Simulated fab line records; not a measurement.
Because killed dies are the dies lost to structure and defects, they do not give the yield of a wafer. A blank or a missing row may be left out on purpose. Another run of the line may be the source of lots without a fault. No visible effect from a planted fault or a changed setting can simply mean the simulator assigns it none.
The tool behind it: which one? | flow gf180mcu | 12 lots with 36 wafers sampled at 5 steps, on a route of 602 steps

== WHAT THE GAUGES READ, wafer by wafer ==
GF_PSD_RS_MEAS_14: measures by four-point-probe. Usual: for NSD_RS the level is 46.09 ohm/sq and the standard deviation is 0.084.
lot  | measured     | on           | NSD_RS (ohm/sq)   | flag
L444 | day 14 16:47 | filmMetro-03 | 46.23 46.15 46.17 | 
L445 | day 15 05:05 | filmMetro-04 | 46.12 46.12 46.16 | 
L447 | day 15 16:58 | filmMetro-04 | 46.09 46.10 46.11 | 
L448 | day 15 23:24 | filmMetro-02 | 46.01 45.95 46.04 | 
L449 | day 16 09:55 | filmMetro-02 | 46.03 45.97 46.00 | 
L451 | day 17 07:55 | filmMetro-04 | 46.21 46.08 46.13 | 
L452 | day 17 15:21 | filmMetro-02 | 46.04 46.14 46.08 | 
L453 | day 17 19:04 | filmMetro-02 | 46.13 46.36 46.20 | 
L455 | day 18 16:06 | filmMetro-03 | 46.08 45.99 46.08 | 
L462 | day 21 08:40 | filmMetro-03 | 43.94 44.03 43.99 | OFF
L464 | day 21 13:03 | filmMetro-04 | 43.93 43.93 43.95 | OFF
L463 | day 21 17:00 | filmMetro-03 | 43.95 44.06 43.97 | OFF

GF_PSD_RS_MEAS_15: measures by four-point-probe. Usual: for PSD_RS the level is 108.54 ohm/sq and the standard deviation is 0.3.
lot  | measured     | on           | PSD_RS (ohm/sq)      | flag
L444 | day 14 16:54 | filmMetro-03 | 108.61 108.71 108.80 | 
L445 | day 15 05:12 | filmMetro-04 | 108.56 108.47 108.35 | 
L447 | day 15 17:05 | filmMetro-04 | 108.64 108.70 108.88 | 
L448 | day 15 23:31 | filmMetro-02 | 108.65 108.38 108.51 | 
L449 | day 16 10:02 | filmMetro-02 | 108.31 107.77 108.67 | 
L451 | day 17 08:02 | filmMetro-04 | 108.68 108.64 108.33 | 
L452 | day 17 15:28 | filmMetro-02 | 108.68 108.66 108.80 | 
L453 | day 17 19:11 | filmMetro-02 | 108.63 108.72 108.77 | 
L455 | day 18 16:13 | filmMetro-03 | 108.40 108.64 108.58 | 
L462 | day 21 08:47 | filmMetro-03 | 103.79 103.87 104.14 | OFF
L464 | day 21 13:10 | filmMetro-04 | 103.74 104.02 103.87 | OFF
L463 | day 21 17:07 | filmMetro-03 | 103.80 103.92 103.87 | OFF

GF_SAB_CD_MEAS_09: target cd 420 nm. Usual: cdNm 420.0 nm, standard deviation 2.2.
lot  | measured     | on       | cdNm (nm)         | flag
L444 | day 15 15:08 | cdSem-01 | 420.5 422.8 421.2 | 
L445 | day 16 02:25 | cdSem-02 | 420.0 421.8 422.1 | 
L447 | day 16 15:49 | cdSem-02 | 420.0 420.7 418.8 | 
L448 | day 16 22:30 | cdSem-01 | 420.9 422.7 419.4 | 
L449 | day 17 09:22 | cdSem-01 | 419.2 419.7 420.0 | 
L451 | day 18 07:10 | cdSem-01 | 421.5 422.4 423.7 | 
L452 | day 18 14:49 | cdSem-01 | 416.1 417.8 415.8 | 
L453 | day 18 19:06 | cdSem-02 | 420.2 419.9 418.1 | 
L455 | day 19 16:12 | cdSem-02 | 424.5 425.7 423.4 | 
L462 | day 22 08:43 | cdSem-02 | 415.8 417.7 416.1 | 
L464 | day 22 12:33 | cdSem-01 | 421.5 420.5 423.0 | 
L463 | day 22 16:02 | cdSem-01 | 419.6 419.1 418.8 | 

== WHICH TOOL RAN EACH LOT (tool, then ch and the chambers of the sampled wafers, then the start) ==
lot  | GF_HV_LDD_STRIP_37                  | GF_PSD_RTA_13
L444 | plasmaAsher-03 ch 0, day 12 00:22   | rtpAnneal-02 ch 0, day 14 16:41
L445 | plasmaAsher-01 ch 1, day 12 10:28   | rtpAnneal-01 ch 0, day 15 04:59
L447 | plasmaAsher-01 ch 0,1, day 12 23:19 | rtpAnneal-02 ch 0, day 15 16:52
L448 | plasmaAsher-03 ch 0,1, day 13 04:20 | rtpAnneal-01 ch 0, day 15 23:18
L449 | plasmaAsher-01 ch 0,1, day 13 12:39 | rtpAnneal-01 ch 0, day 16 09:49
L451 | plasmaAsher-03 ch 0,1, day 14 08:48 | rtpAnneal-02 ch 0, day 17 07:50
L452 | plasmaAsher-01 ch 0,1, day 14 15:57 | rtpAnneal-01 ch 0, day 17 15:13
L453 | plasmaAsher-02 ch 0, day 14 20:52   | rtpAnneal-02 ch 0, day 17 18:59
L455 | plasmaAsher-03 ch 0,1, day 15 16:07 | rtpAnneal-01 ch 0, day 18 16:01
L462 | plasmaAsher-03 ch 0,1, day 18 03:28 | rtpAnneal-02 ch 0, day 21 08:34
L464 | plasmaAsher-02 ch 0,1, day 18 08:09 | rtpAnneal-02 ch 0, day 21 12:58
L463 | plasmaAsher-01 ch 0,1, day 18 11:55 | rtpAnneal-02 ch 0, day 21 16:55
- GF_HV_LDD_STRIP_37: strips in O2/N2.
- GF_PSD_RTA_13: time 20 s.

== AS READ BY THE TOOLS THEMSELVES (means over the sampled wafers that have a number; for cases with no such wafer, the mark the record gives instead) ==
GF_HV_LDD_STRIP_37. Usual: drypumpMotorCurrentA 5.5 A, standard deviation 0.32; heaterPowerW 346 W, standard deviation 41; oesProductAu 0.715 a.u., standard deviation 0.0043; stripTimeToEndpointS 12.63 s, standard deviation 0.037.
lot  | tool           | drypumpMotorCurrentA (A) | heaterPowerW (W) | oesProductAu (a.u.) | stripTimeToEndpointS (s) | flag
L444 | plasmaAsher-03 | 5.6                      | 346              | 0.717               | 12.63                    | 
L445 | plasmaAsher-01 | 5.4                      | 309              | 0.713               | 12.60                    | 
L447 | plasmaAsher-01 | 5.2                      | 304              | 0.712               | 12.60                    | 
L448 | plasmaAsher-03 | 5.6                      | 358              | 0.714               | 12.63                    | 
L449 | plasmaAsher-01 | 5.2                      | 307              | 0.713               | 12.59                    | 
L451 | plasmaAsher-03 | 5.6                      | 358              | 0.714               | 12.67                    | 
L452 | plasmaAsher-01 | 5.1                      | 304              | 0.718               | 12.62                    | 
L453 | plasmaAsher-02 | 6.0                      | 329              | 0.715               | 12.60                    | 
L455 | plasmaAsher-03 | 5.6                      | 354              | 0.715               | 12.60                    | 
L462 | plasmaAsher-03 | 5.6                      | 358              | 0.715               | 12.65                    | 
L464 | plasmaAsher-02 | 6.0                      | 370              | 0.713               | 12.59                    | 
L463 | plasmaAsher-01 | 5.1                      | 305              | 0.717               | 12.61                    | 

GF_PSD_RTA_13. Usual: lampPowerPct 36.1 %, standard deviation 1.3; runLengthS 48.9 s, standard deviation 0.7; wafer_temp_C_max 1031.8, standard deviation 2.7.
lot  | tool         | lampPowerPct (%) | runLengthS (s) | wafer_temp_C_max | flag
L444 | rtpAnneal-02 | 37.1             | 48.4           | 1034.3           | 
L445 | rtpAnneal-01 | 34.5             | 49.3           | 1028.8           | 
L447 | rtpAnneal-02 | 37.1             | 48.5           | 1033.9           | 
L448 | rtpAnneal-01 | 34.5             | 49.3           | 1028.8           | 
L449 | rtpAnneal-01 | 34.5             | 49.2           | 1029.1           | 
L451 | rtpAnneal-02 | 37.1             | 48.5           | 1036.6           | 
L452 | rtpAnneal-01 | 34.4             | 51.6           | 1029.6           | OFF
L453 | rtpAnneal-02 | 37.1             | 48.4           | 1034.3           | 
L455 | rtpAnneal-01 | 34.5             | 49.1           | 1028.7           | 
L462 | rtpAnneal-02 | 37.1             | 58.2           | 1035.4           | OFF
L464 | rtpAnneal-02 | 37.2             | 58.4           | 1033.1           | OFF
L463 | rtpAnneal-02 | 37.1             | 58.4           | 1033.2           | OFF

== THE ANSWER, worked out from the rows above alone ==
Rule: a lot counts as off when the mean over its wafers that have a number is more than 3 standard deviations away from the usual mean. Also off: a lot with no number at a reading for which 4 or more lots have one. All remaining lots with rows at the step are treated as sound. The gauges are gone through in route order, then the tools' own readings, and for those a lot's mean is taken as printed above. The first step at which some lot is off is used, and at that step the reading that is off furthest; a lot without a number counts as furthest.
Off: at GF_PSD_RS_MEAS_14 (NSD_RS), L462, L464, L463.
If a tool, at a process step before that reading, ran all the lots that are off and no sound lot after the first of them, it fits. The gauges at GF_PSD_RS_MEAS_14 aren't tried: what is off there is off at GF_PSD_RTA_13 too, on other tools, and a gauge's error can't cause that. One fits: GF_PSD_RTA_13 on rtpAnneal-02. A fault onset in the window from L453 (day 17 18:59, its last sound lot) to L462 (day 21 08:34, its first lot off) fits.
On the lots that are off, the tool's own readings at GF_PSD_RTA_13 differ by more than 5 times the standard deviation of the sound lots' means, which bears it out; runLengthS reads 58.3 s there versus 49.1 s on the sound lots.

== WHAT HAD BEEN PUT IN BY THE SIMULATOR ==
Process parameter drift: rtpAnneal-02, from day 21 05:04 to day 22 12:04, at GF_PSD_RTA_13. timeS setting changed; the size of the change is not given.
Struck lots among those shown: L462, L464, L463. The same result came from the rule above.
